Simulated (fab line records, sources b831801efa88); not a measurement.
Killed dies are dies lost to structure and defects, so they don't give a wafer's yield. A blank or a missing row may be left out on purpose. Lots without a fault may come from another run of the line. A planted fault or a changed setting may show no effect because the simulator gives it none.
fab line records | flow sky130
record lots=5 wafers=15 last_day=51
route steps=708 shown FIELD_ISO@13 PAD_OPEN@708
lots that met no fault: from a run of the same line without faults
start_h: hours from the record's first day to the start of the lot's first wafer shown | wait_h: hours since the lot's step before | " the same as in the row above | L1.1+2: a row that stands for several wafers | - no value, or no start given | * or withheld: withheld | < > ~ a bound
route shown NAME@n: a module of which the file shows steps, and the number in the route of the first | usual: mean/standard deviation of fault-free wafers | same: alike in all rows | chamber/n: place in a boat | sites: the reading at each site | _std_site: their standard deviation | _edge_site: outer sites' mean less inner sites' | radius_mm: how far each site lies from the wafer's centre | mask NAME#n: copy n | behind: the tool/chamber that last shaped the wafer | hold: why the lot was held/for how many hours/how that ended | device: the transistor (n, p or np) that didn't switch | end of line: the same wafers' tests at the end of the route | a step without rows: its recipe alone | killed: dies lost to structure and defects at the first sort, not the wafer's yield | map: a wafer's dies, x killed, . not, _ none there
set.NAME: the setting as run; set.NAME@STEP: as run at that earlier step | model.NAME: the simulator's own value behind a step, which no gauge read
lots at some steps of the route; a table a step, a row a wafer
services: from which hour (start_h, from the record's first day; less than 0 if before it) a tool's chamber was out of use, for how many hours, and why
## steps
# step SKY_FIELD_ISO_DEVELOP_12
# recipe develop_time_s=60 resist=KrF-thick dev_temp_c=21
# step SKY_FIELD_ISO_CD_MEAS_13
# recipe target_cd_nm=150
# usual cd_nm=150.9/1.3
# columns lot.wafer tool chamber start_h wait_h cd_nm
L730.3 cd_sem-01 - 32.57 - 152.6
L730.5 " - " " 150.8
L730.6 " - " " 150.4
L732.1 cd_sem-02 - 45.58 - 154.7
L732.2 " - " " 154.9
L732.4 " - " " 155.3
L742.1 cd_sem-02 - 95.48 - 152.7
L742.3 " - " " 152.9
L742.4 " - " " 152.4
L745.2 cd_sem-01 - 115.00 - 151.3
L745.3 " - " " 150.8
L745.4 " - " " 152.0
L747.1 cd_sem-01 - 120.93 - 151.7
L747.2 " - " " 151.1
L747.6 " - " " 150.9
# step SKY_FIELD_ISO_ETCH_14
# recipe chemistry=N2/H2 target=BARC ion_energy_ev=200 source_w=500 bias_w=100 pressure_mtorr=30 n2_flow_sccm=100 h2_flow_sccm=200 stop_on=SiO2 time_s=45.9 target_depth_a=600
# usual drypump_motor_current_A=5.6/0.43 h2_flow_sccm=199.9/0.62 oes_product_au=0.855/0.0047 throttle_valve_pct=13.224/0.0098
# columns lot.wafer tool chamber start_h wait_h drypump_motor_current_A h2_flow_sccm oes_product_au rf_hours_counter_h throttle_valve_pct
L730.3 rie_diel-04 3 32.65 0.1 6.0 200.3 0.862 128 13.227
L730.5 " 0 " " 5.5 200.8 0.858 - 13.219
L730.6 " 1 " " 5.7 199.8 0.849 - 13.216
L732.1 rie_diel-03 2 45.70 0.1 5.7 199.9 0.854 36 13.225
L732.2 " 0 " " 5.5 199.2 0.851 175 13.217
L732.4 " 1 " " 4.7 200.8 0.857 105 13.223
L742.1 rie_diel-03 1 95.60 0.1 4.7 200.7 0.851 106 13.226
L742.3 " 0 " " 5.5 201.2 0.857 0 13.220
L742.4 " 2 " " 5.7 199.5 0.844 37 13.242
L745.2 rie_diel-04 3 115.10 0.1 6.0 200.2 0.851 130 13.235
L745.3 " 1 " " 5.7 199.3 0.859 69 13.235
L745.4 " 2 " " 5.8 200.1 0.849 162 13.224
L747.1 rie_diel-04 3 121.05 0.1 6.0 199.1 0.855 130 13.218
L747.2 " 1 " " 5.7 199.2 0.853 69 13.215
L747.6 " 0 " " 5.5 199.5 0.859 - 13.221
# step SKY_FIELD_ISO_ETCH_15
# recipe chemistry=CHF3/O2 target_depth_nm=180 stop_on=Si source_w=600 bias_w=200 pressure_mtorr=40 chf3_flow_sccm=50 O2_flow_sccm=5 time_s=72
# usual drypump_motor_current_A=5.6/0.43 oes_product_au=0.949/0.0072 throttle_valve_pct=8.846/0.01
# columns lot.wafer tool chamber start_h wait_h drypump_motor_current_A oes_product_au rf_hours_counter_h throttle_valve_pct
L730.3 rie_diel-04 3 32.69 0.0 6.0 0.950 128 8.851
L730.5 " 0 " " 5.5 0.953 - 8.844
L730.6 " 1 " " 5.7 0.950 - 8.838
L732.1 rie_diel-03 2 45.74 0.0 5.7 0.958 36 8.858
L732.2 " 0 " " 5.5 0.954 175 8.846
L732.4 " 1 " " 4.7 0.955 105 8.864
L742.1 rie_diel-03 1 95.64 0.0 4.7 0.950 106 8.838
L742.3 " 0 " " 5.5 0.963 1 8.852
L742.4 " 2 " " 5.7 0.943 37 8.847
L745.2 rie_diel-04 3 115.14 0.0 6.0 0.958 130 8.852
L745.3 " 1 " " 5.7 0.951 69 8.854
L745.4 " 2 " " 5.8 0.949 162 8.834
L747.1 rie_diel-04 3 121.09 0.0 6.0 0.957 130 8.851
L747.2 " 1 " " 5.7 0.956 69 8.844
L747.6 " 0 " " 5.4 0.952 - 8.841
# step SKY_FIELD_ISO_STRIP_16
# recipe chemistry=O2/N2 power_w=1400 pressure_mtorr=1500 platen_temp_c=withheld o2_flow_sccm=3000 n2_flow_sccm=300 overash_fraction=0.5
# usual drypump_motor_current_A=5.5/0.42 oes_product_au=0.378/0.0048 strip_time_to_endpoint_s=3.55/0.037
# columns lot.wafer tool chamber start_h wait_h drypump_motor_current_A oes_product_au rf_hours_counter_h strip_time_to_endpoint_s
L730.3 plasma_asher-01 0 32.78 0.1 4.8 0.384 - 3.55
L730.5 " 1 " " 5.9 0.379 - 3.56
L730.6 " 0 " " 4.8 0.372 - 3.61
L732.1 plasma_asher-02 0 45.80 0.0 5.6 0.377 34 3.52
L732.2 " 1 " " 5.3 0.378 34 3.59
L732.4 " 1 " " 5.3 0.373 - 3.55
L742.1 plasma_asher-01 0 95.70 0.0 4.7 0.383 43 3.52
L742.3 " 1 " " 5.9 0.381 - 3.57
L742.4 " 0 " " 4.7 0.375 - 3.49
L745.2 plasma_asher-02 0 115.20 0.0 5.6 0.375 41 3.50
L745.3 " 0 " " 5.6 0.377 - 3.58
L745.4 " 1 " " 5.3 0.384 - 3.58
L747.1 plasma_asher-02 0 121.15 0.0 5.6 0.383 41 3.49
L747.2 " 1 " " 5.3 0.376 41 3.57
L747.6 " 1 " " 5.3 0.381 - 3.57
# step SKY_FIELD_ISO_ETCH_17
# recipe target_depth_a=3420 mask_material=Si3N4 chemistry=HBr/Cl2/O2 target=Si taper_deg=5 icp_w=600 bias_w=150 pressure_mtorr=15 HBr_flow_sccm=150 Cl2_flow_sccm=40 O2_flow_sccm=6 time_s=97.7
# usual drypump_motor_current_A=5.66/0.29 oes_product_au=1.007/0.0084 throttle_valve_pct=25.652/0.01
# columns lot.wafer tool chamber start_h wait_h drypump_motor_current_A oes_product_au rf_hours_counter_h throttle_valve_pct
L730.3 rie_si-01 0 32.85 0.0 5.22 0.990 146 25.670
L730.5 " 3 " " 6.22 1.003 - 25.665
L730.6 " 0 " " 5.22 0.980 - 25.654
L732.1 rie_si-01 2 45.90 0.1 5.80 1.006 0 25.652
L732.2 " 1 " " 5.62 1.013 74 25.672
L732.4 " 3 " " 6.23 1.001 - 25.662
L742.1 rie_si-01 3 95.80 0.1 6.22 1.015 9 25.665
L742.3 " 1 " " 5.60 1.015 75 25.635
L742.4 " 0 " " 5.23 0.986 147 25.663
L745.2 rie_si-01 0 115.30 0.1 5.21 0.992 0 25.671
L745.3 " 2 " " 5.77 1.008 1 25.647
L745.4 " 3 " " 6.22 0.997 9 25.629
L747.1 rie_si-01 3 121.25 0.1 6.22 1.015 9 25.638
L747.2 " 2 " " 5.80 1.017 1 25.633
L747.6 " 1 " " 5.65 1.010 - 25.655
# step SKY_FIELD_ISO_WET_ETCH_18
# recipe chemistry=H3PO4 target_depth_nm=25 temp_c=160 target=Si3N4 time_s=286
# step SKY_FIELD_ISO_CLEAN_19
# recipe chemistry=SC1/SC2 mix=1:4:20 temp_c=70 time_s=150
# step SKY_FIELD_ISO_CLEAN_20
# recipe chemistry=dHF time_s=20 dilution=100:1
# step SKY_FIELD_ISO_WET_ETCH_21
# recipe chemistry=dHF dilution=100:1 target_depth_nm=20 dry=ipa_marangoni target=SiO2 temp_c=25 time_s=400
# step SKY_FIELD_ISO_OXIDATION_22
# recipe temp_c=950 ambient=O2 stabilise_s=600 purge_s=300 target_thk_a=100 ox_time_s=623
# step SKY_FIELD_ISO_THK_MEAS_23
# recipe reads=SiO2_of_FIELD_ISO_OXIDATION_22
# usual FIELD_ISO_OXIDATION_01_THK=10.03/0.24
# columns lot.wafer tool chamber start_h wait_h FIELD_ISO_OXIDATION_01_THK[nm]
L730.3 film_metro-02 - 35.62 0.0 10.27
L730.5 " - " " 10.19
L730.6 " - " " 10.22
L732.1 film_metro-04 - 48.68 0.0 10.38
L732.2 " - " " 10.27
L732.4 " - " " 10.16
L742.1 film_metro-02 - 100.83 0.0 9.74
L742.3 " - " " 9.86
L742.4 " - " " 10.03
L745.2 film_metro-02 - 117.87 0.1 9.98
L745.3 " - " " 10.22
L745.4 " - " " 10.15
L747.1 film_metro-04 - 124.02 0.0 9.88
L747.2 " - " " 10.12
L747.6 " - " " 10.09
# step SKY_FIELD_ISO_CVD_24
# recipe material=SiO2 target_thk_nm=595 temp_c=650 sigma_open_frac=0.3 time_s=99.2 sih4_flow_sccm=60 pressure_mtorr=6
# columns lot.wafer tool chamber start_h wait_h model.SiO2_of_FIELD_ISO_CVD_24.thk_nm
L730.3 hdpcvd-02 1 35.66 0.0 601.9
L730.5 " 2 " " 596.8
L730.6 " 1 " " 602.4
L732.1 hdpcvd-02 1 48.74 0.1 596.9
L732.2 " 0 " " 591.6
L732.4 " 2 " " 596.1
L742.1 hdpcvd-02 2 100.89 0.1 593.6
L742.3 " 1 " " 603
L742.4 " 0 " " 701
L745.2 hdpcvd-01 2 117.92 0.0 593
L745.3 " 0 " " 592.5
L745.4 " 1 " " 596.2
L747.1 hdpcvd-01 0 124.08 0.1 594
L747.2 " 2 " " 597.4
L747.6 " 2 " " 591.3
# step SKY_FIELD_ISO_THK_MEAS_25
# recipe reads=SiO2_of_FIELD_ISO_CVD_24
# usual FIELD_ISO_CVD_24_THK=594/6.3
# columns lot.wafer tool chamber start_h wait_h FIELD_ISO_CVD_24_THK[nm]
L730.3 film_metro-04 - 35.75 0.1 602
L730.5 " - " " 596
L730.6 " - " " 603
L732.1 film_metro-01 - 48.81 0.0 597
L732.2 " - " " 591
L732.4 " - " " 596
L742.1 film_metro-04 - 100.96 0.0 593
L742.3 " - " " 603
L742.4 " - " " 701
L745.2 film_metro-02 - 118.01 0.0 593
L745.3 " - " " 593
L745.4 " - " " 596
L747.1 film_metro-01 - 124.15 0.0 594
L747.2 " - " " 597
L747.6 " - " " 591
# step SKY_FIELD_ISO_ANNEAL_26
# recipe temp_c=1000 time_s=1800 ambient=N2
# step SKY_FIELD_ISO_CMP_27
# recipe stop_on=Si3N4 t_overpolish_s=16 down_force_psi=4 platen_rpm=60 target_thk_nm=457.8 pad_velocity_m_s=0.94248
# usual motor_current_A=12.1/1.7 time_to_endpoint_s=111/4.4
# columns lot.wafer tool chamber start_h wait_h motor_current_A time_to_endpoint_s
L730.3 cmp-02 3 38.61 0.0 9.9 113
L730.5 " 3 " " 9.3 110
L730.6 " 0 " " 10.9 110
L732.1 cmp-01 3 50.56 0.0 13.6 115
L732.2 " 0 " " 10.9 117
L732.4 " 2 " " 13.1 107
L742.1 cmp-02 1 103.84 0.0 11.1 116
L742.4 " 3 " " 9.8 133
L742.3 " 0 " " 10.8 112
L745.4 cmp-02 3 119.56 0.0 10.3 112
L745.2 " 0 " " 10.9 108
L745.3 " 1 " " 11.2 114
L747.2 cmp-02 0 125.71 0.0 11.9 111
L747.1 " 2 " " 15.5 118
L747.6 " 1 " " 11.7 117
# step SKY_FIELD_ISO_WET_ETCH_28
# recipe chemistry=dHF target_depth_nm=23.7 target=SiO2 dilution=10:1 temp_c=25 time_s=47
# step SKY_PAD_OPEN_PROBE_99
# usual killed_at_M0_to_M3=42/7.3 killed_at_M4_up=3.4/2 killed_at_contacts=24/5.6 killed_at_front_end=16/4.5 killed_at_other=0.2/0.51 killed_dies=86/9.8 killed_open=46/7 killed_short=40/6.7
# same gross_dies=492 killed_at_back_side=0
# columns lot.wafer tool chamber start_h wait_h killed_at_M0_to_M3 killed_at_M4_up killed_at_contacts killed_at_front_end killed_at_other killed_dies killed_open killed_short
L732.1 prober-01 - 1103.25 0.3 44 0 26 19 0 89 58 31
L732.2 prober-01 - 1103.30 0.3 41 1 29 14 1 86 61 25
L732.4 prober-01 - 1103.40 0.4 39 4 27 8 1 79 44 34
# killed by level:class
L732.1 VIA1:geometric_particle:open=13 CONTACT:geometric_particle:open=10 VIA3:geometric_particle:open=9 LI_CONTACT:geometric_particle:open=8 VIA2:geometric_particle:short=6 VIA2:geometric_particle:open=5 FIELD_ISO:geometric_particle:short=4 CONTACT:geometric_particle:short=4
L732.2 VIA1:geometric_particle:open=12 LI_CONTACT:geometric_particle:open=11 CONTACT:geometric_particle:open=10 VIA3:geometric_particle:open=7 VIA2:geometric_particle:open=6 METAL3:geometric_particle:short=5 FIELD_ISO:geometric_particle:open=4 CONTACT:geometric_particle:short=4
L732.4 CONTACT:geometric_particle:open=11 METAL3:geometric_particle:short=10 VIA1:geometric_particle:open=7 VIA3:geometric_particle:open=7 LI_CONTACT:geometric_particle:open=6 LOCAL_INTERCONNECT:geometric_particle:short=6 VIA2:geometric_particle:open=4 FIELD_ISO:geometric_particle:open=3
## services
# columns tool chamber start_h hours kind
hdpcvd-02 2 10.83 8.1 repair
cmp-02 - 11.58 0.5 repair
rie_si-01 2 12.94 - clean
rie_si-01 2 12.94 25.8 scheduled_down
rie_si-01 2 12.94 25.8 vent_cycle
rie_diel-04 1 16.48 7.7 repair
hdpcvd-01 - 40.59 5.5 pm
rie_si-01 0 42.85 36.2 repair
hdpcvd-01 1 48.48 13.3 repair
rie_diel-03 0 49.43 - clean
rie_diel-03 0 49.43 24.7 scheduled_down
rie_diel-03 0 49.43 24.7 vent_cycle
plasma_asher-01 - 62.74 7.6 repair
cmp-02 - 64.00 4.0 pm
hdpcvd-01 - 66.75 15.0 pm
cmp-02 - 72.74 10.8 pm
rie_diel-04 0 76.87 16.4 repair
rie_si-01 0 95.87 - clean
rie_si-01 0 95.87 12.9 scheduled_down
rie_si-01 0 95.87 12.9 vent_cycle
plasma_asher-01 - 108.75 9.0 pm
rie_diel-04 2 120.32 - clean
rie_diel-04 2 120.32 20.7 scheduled_down
rie_diel-04 2 120.32 20.7 vent_cycle
## key
first_sign step=SKY_FIELD_ISO_THK_MEAS_25 reading=FIELD_ISO_CVD_24_THK direction=up sigmas=17 usual=594 struck=701
effect step=SKY_FIELD_ISO_CMP_27 reading=time_to_endpoint_s direction=up sigmas=5.2 usual=* struck=*
model_effect step=SKY_FIELD_ISO_CVD_24 value=SiO2_of_FIELD_ISO_CVD_24.thk_nm without=603.5 struck=701
met_at SKY_FIELD_ISO_CVD_24
struck_wafers L742.4
tester_left_out L742
onset_between 48.74 100.89
fault kind=process_parameter_drift tool=hdpcvd-02 chamber=0 onset_h=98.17 steps=SKY_FIELD_ISO_CVD_24 channel=target_thk_nm offset=97.501 shape=step end_h=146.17 acts_in=these_recipes_only stated=595
# tester_left_out: of these lots the tester's yield and bins aren't shown, on N5 and GAA mostly nor the transistor test; their killed dies are dies lost to structure and defects alone, not to doping, threshold or leakage, so they don't give the yield
